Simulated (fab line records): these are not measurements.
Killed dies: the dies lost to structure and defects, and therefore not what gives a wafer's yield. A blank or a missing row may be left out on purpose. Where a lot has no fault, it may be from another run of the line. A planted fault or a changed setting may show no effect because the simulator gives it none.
What tool caused it? / flow sky130 / Sampling: 12 lots, 35 wafers, 5 of 708 route steps

== WHAT THE GAUGES READ, wafer by wafer ==
SKY_METAL2_CD_MEAS_15: target cd 140 nm. Usual: cdNm reads 139.9 nm (standard deviation 1.5).
lot=L783; measured=day 34 16:35; on=cdSem-02; cdNm (nm)=139.5 140.1 139.9; flag=
lot=L784; measured=day 35 10:25; on=cdSem-02; cdNm (nm)=142.3 144.1 142.0; flag=
lot=L785; measured=day 36 01:49; on=cdSem-02; cdNm (nm)=141.3 140.2 140.0; flag=
lot=L788; measured=day 36 19:43; on=cdSem-01; cdNm (nm)=140.6 141.3 140.8; flag=
lot=L789; measured=day 37 06:55; on=cdSem-01; cdNm (nm)=139.8 138.4 138.7; flag=
lot=L791; measured=day 37 20:46; on=cdSem-01; cdNm (nm)=140.7 139.3 138.7; flag=
lot=L796; measured=day 39 06:38; on=cdSem-01; cdNm (nm)=140.2 141.0 140.5; flag=
lot=L799; measured=day 40 08:46; on=cdSem-01; cdNm (nm)=141.4 140.8; flag=
lot=L800; measured=day 40 15:07; on=cdSem-01; cdNm (nm)=140.3 141.6 139.2; flag=
lot=L802; measured=day 41 17:49; on=cdSem-02; cdNm (nm)=138.5 140.0 139.3; flag=
lot=L803; measured=day 41 19:04; on=cdSem-02; cdNm (nm)=142.2 141.6 142.2; flag=
lot=L806; measured=day 42 06:41; on=cdSem-02; cdNm (nm)=137.2 139.3 140.1; flag=

SKY_VIA2_BOW_MEAS_03. Usual: VIA2_BOW typically reads 83 um, with standard deviation 8.1.
lot=L783; measured=day 34 18:23; on=filmMetro-03; VIA2_BOW (um)=88 82 80; flag=
lot=L784; measured=day 35 11:50; on=filmMetro-01; VIA2_BOW (um)=77 72 80; flag=
lot=L785; measured=day 36 03:14; on=filmMetro-04; VIA2_BOW (um)=78 84 79; flag=
lot=L788; measured=day 36 21:08; on=filmMetro-04; VIA2_BOW (um)=97 93 90; flag=
lot=L789; measured=day 37 08:20; on=filmMetro-03; VIA2_BOW (um)=76 94 83; flag=
lot=L791; measured=day 37 22:11; on=filmMetro-03; VIA2_BOW (um)=99 82 80; flag=
lot=L796; measured=day 39 08:08; on=filmMetro-01; VIA2_BOW (um)=71 75 71; flag=
lot=L799; measured=day 40 10:11; on=filmMetro-03; VIA2_BOW (um)=83 83; flag=
lot=L800; measured=day 40 16:35; on=filmMetro-03; VIA2_BOW (um)=89 82 83; flag=
lot=L802; measured=day 41 19:14; on=filmMetro-01; VIA2_BOW (um)=78 84 64; flag=
lot=L803; measured=day 41 20:40; on=filmMetro-03; VIA2_BOW (um)=81 89 85; flag=
lot=L806; measured=day 42 08:08; on=filmMetro-04; VIA2_BOW (um)=82 90 94; flag=

SKY_CAPM_THK_MEAS_01. Usual: CAPM_CVD_00_THK typically reads 15.45 nm, with standard deviation 0.18.
lot=L783; measured=day 35 22:13; on=filmMetro-02; CAPM_CVD_00_THK (nm)=15.36 15.60 15.54; flag=
lot=L784; measured=day 36 15:36; on=filmMetro-03; CAPM_CVD_00_THK (nm)=15.38 15.18 15.69; flag=
lot=L785; measured=day 37 06:34; on=filmMetro-04; CAPM_CVD_00_THK (nm)=15.37 15.34 15.53; flag=
lot=L788; measured=day 38 00:34; on=filmMetro-03; CAPM_CVD_00_THK (nm)=15.40 15.24 15.59; flag=
lot=L789; measured=day 38 12:10; on=filmMetro-04; CAPM_CVD_00_THK (nm)=15.29 15.54 15.78; flag=
lot=L791; measured=day 39 00:19; on=filmMetro-02; CAPM_CVD_00_THK (nm)=15.34 15.26 15.85; flag=
lot=L796; measured=day 40 10:53; on=filmMetro-02; CAPM_CVD_00_THK (nm)=15.28 15.51 15.46; flag=
lot=L799; measured=day 41 11:47; on=filmMetro-04; CAPM_CVD_00_THK (nm)=9.36 9.46 9.30 9.43; flag=OFF
lot=L800; measured=day 41 17:55; on=filmMetro-04; CAPM_CVD_00_THK (nm)=15.17 15.52 9.29 15.18 15.60 9.26; flag=OFF
lot=L802; measured=day 42 20:41; on=filmMetro-02; CAPM_CVD_00_THK (nm)=15.17 15.22 15.41; flag=
lot=L803; measured=day 42 22:17; on=filmMetro-04; CAPM_CVD_00_THK (nm)=15.19 15.62 15.37; flag=
lot=L806; measured=day 43 09:05; on=filmMetro-04; CAPM_CVD_00_THK (nm)=15.17 15.60 15.48; flag=

== EACH LOT AND THE TOOL THAT RAN IT (in order: tool; ch and the chambers of the sampled wafers; start) ==
lot=L783; SKY_METAL3_SPUTTER_02=pvdSputter-04, day 35 22:05; SKY_CAPM_CVD_00=pecvd-02 ch 0,1,2, day 35 22:12
lot=L784; SKY_METAL3_SPUTTER_02=pvdSputter-04, day 36 15:28; SKY_CAPM_CVD_00=pecvd-01 ch 0,1,2, day 36 15:34
lot=L785; SKY_METAL3_SPUTTER_02=pvdSputter-02, day 37 06:27; SKY_CAPM_CVD_00=pecvd-04 ch 0,1,2, day 37 06:33
lot=L788; SKY_METAL3_SPUTTER_02=pvdSputter-04, day 38 00:26; SKY_CAPM_CVD_00=pecvd-04 ch 0,1,2, day 38 00:33
lot=L789; SKY_METAL3_SPUTTER_02=pvdSputter-02, day 38 12:02; SKY_CAPM_CVD_00=pecvd-01 ch 0,2, day 38 12:09
lot=L791; SKY_METAL3_SPUTTER_02=pvdSputter-02, day 39 00:12; SKY_CAPM_CVD_00=pecvd-01 ch 0,2, day 39 00:18
lot=L796; SKY_METAL3_SPUTTER_02=pvdSputter-02, day 40 10:45; SKY_CAPM_CVD_00=pecvd-02 ch 0,2, day 40 10:52
lot=L799; SKY_METAL3_SPUTTER_02=pvdSputter-02, day 41 11:38; SKY_CAPM_CVD_00=pecvd-02 ch 1,2, day 41 11:44
lot=L800; SKY_METAL3_SPUTTER_02=pvdSputter-04, day 41 17:47; SKY_CAPM_CVD_00=pecvd-02 ch 0,1, day 41 17:53
lot=L802; SKY_METAL3_SPUTTER_02=pvdSputter-02, day 42 20:33; SKY_CAPM_CVD_00=pecvd-01 ch 1,2, day 42 20:40
lot=L803; SKY_METAL3_SPUTTER_02=pvdSputter-04, day 42 22:08; SKY_CAPM_CVD_00=pecvd-04 ch 2, day 42 22:14
lot=L806; SKY_METAL3_SPUTTER_02=pvdSputter-04, day 43 08:56; SKY_CAPM_CVD_00=pecvd-01 ch 0,1, day 43 09:02
- SKY_METAL3_SPUTTER_02: material AlCu, target thk 735 nm, time 39.1 s.
- SKY_CAPM_CVD_00: deposits SiO2, target thk 15.5 nm.

== AS READ BY THE TOOLS THEMSELVES (means over the sampled wafers that have a number; for cases with no such wafer, the mark the record gives instead) ==
SKY_METAL3_SPUTTER_02. Usual: chamberPressurePa 0.4000 Pa, standard deviation 0.00079; throttleValvePct 29.7 %, standard deviation 0.95.
lot=L783; tool=pvdSputter-04; chamberPressurePa (Pa)=0.4005; throttleValvePct (%)=29.4; flag=
lot=L784; tool=pvdSputter-04; chamberPressurePa (Pa)=0.3999; throttleValvePct (%)=29.8; flag=
lot=L785; tool=pvdSputter-02; chamberPressurePa (Pa)=0.4004; throttleValvePct (%)=29.4; flag=
lot=L788; tool=pvdSputter-04; chamberPressurePa (Pa)=0.3995; throttleValvePct (%)=28.7; flag=
lot=L789; tool=pvdSputter-02; chamberPressurePa (Pa)=0.4002; throttleValvePct (%)=29.8; flag=
lot=L791; tool=pvdSputter-02; chamberPressurePa (Pa)=0.4012; throttleValvePct (%)=29.3; flag=
lot=L796; tool=pvdSputter-02; chamberPressurePa (Pa)=0.3996; throttleValvePct (%)=29.2; flag=
lot=L799; tool=pvdSputter-02; chamberPressurePa (Pa)=0.3998; throttleValvePct (%)=29.1; flag=
lot=L800; tool=pvdSputter-04; chamberPressurePa (Pa)=0.4003; throttleValvePct (%)=29.9; flag=
lot=L802; tool=pvdSputter-02; chamberPressurePa (Pa)=0.3994; throttleValvePct (%)=29.6; flag=
lot=L803; tool=pvdSputter-04; chamberPressurePa (Pa)=0.4002; throttleValvePct (%)=30.6; flag=
lot=L806; tool=pvdSputter-04; chamberPressurePa (Pa)=0.4003; throttleValvePct (%)=30.1; flag=

SKY_CAPM_CVD_00. Usual: heaterPowerW reads 750 W (standard deviation 73).
lot=L783; tool=pecvd-02; heaterPowerW (W)=751; flag=
lot=L784; tool=pecvd-01; heaterPowerW (W)=792; flag=
lot=L785; tool=pecvd-04; heaterPowerW (W)=774; flag=
lot=L788; tool=pecvd-04; heaterPowerW (W)=738; flag=
lot=L789; tool=pecvd-01; heaterPowerW (W)=744; flag=
lot=L791; tool=pecvd-01; heaterPowerW (W)=801; flag=
lot=L796; tool=pecvd-02; heaterPowerW (W)=784; flag=
lot=L799; tool=pecvd-02; heaterPowerW (W)=844; flag=
lot=L800; tool=pecvd-02; heaterPowerW (W)=742; flag=
lot=L802; tool=pecvd-01; heaterPowerW (W)=732; flag=
lot=L803; tool=pecvd-04; heaterPowerW (W)=685; flag=
lot=L806; tool=pecvd-01; heaterPowerW (W)=726; flag=

== THE ANSWER, worked out from the rows above alone ==
Rule: a lot is off if the mean of its wafers that have a number lies more than 3 standard deviations from the usual mean. A lot without any number at a reading at which 4 lots or more have one is off too. All remaining lots with rows at the step are treated as sound. First the gauges in route order, then the tools' own readings, where a lot's mean is used as printed above. At the first step where some lot is off, the reading lying furthest off is the one used; lots without a number count as furthest.
Off: L799, L800, seen at SKY_CAPM_THK_MEAS_01 (CAPM_CVD_00_THK).
If a tool, at a process step before that reading, ran all the lots that are off and no sound lot after the first of them, it fits. Gauges at SKY_CAPM_THK_MEAS_01: tried the same way as those tools. One fits: pecvd-02 at SKY_CAPM_CVD_00. A fault onset in the window from L796 (day 40 10:52, its last sound lot) to L799 (day 41 11:44, its first lot off) fits.

== WHAT THE SIMULATOR PUT IN ==
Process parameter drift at SKY_CAPM_CVD_00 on pecvd-02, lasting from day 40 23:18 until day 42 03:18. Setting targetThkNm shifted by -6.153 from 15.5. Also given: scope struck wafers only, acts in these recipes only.
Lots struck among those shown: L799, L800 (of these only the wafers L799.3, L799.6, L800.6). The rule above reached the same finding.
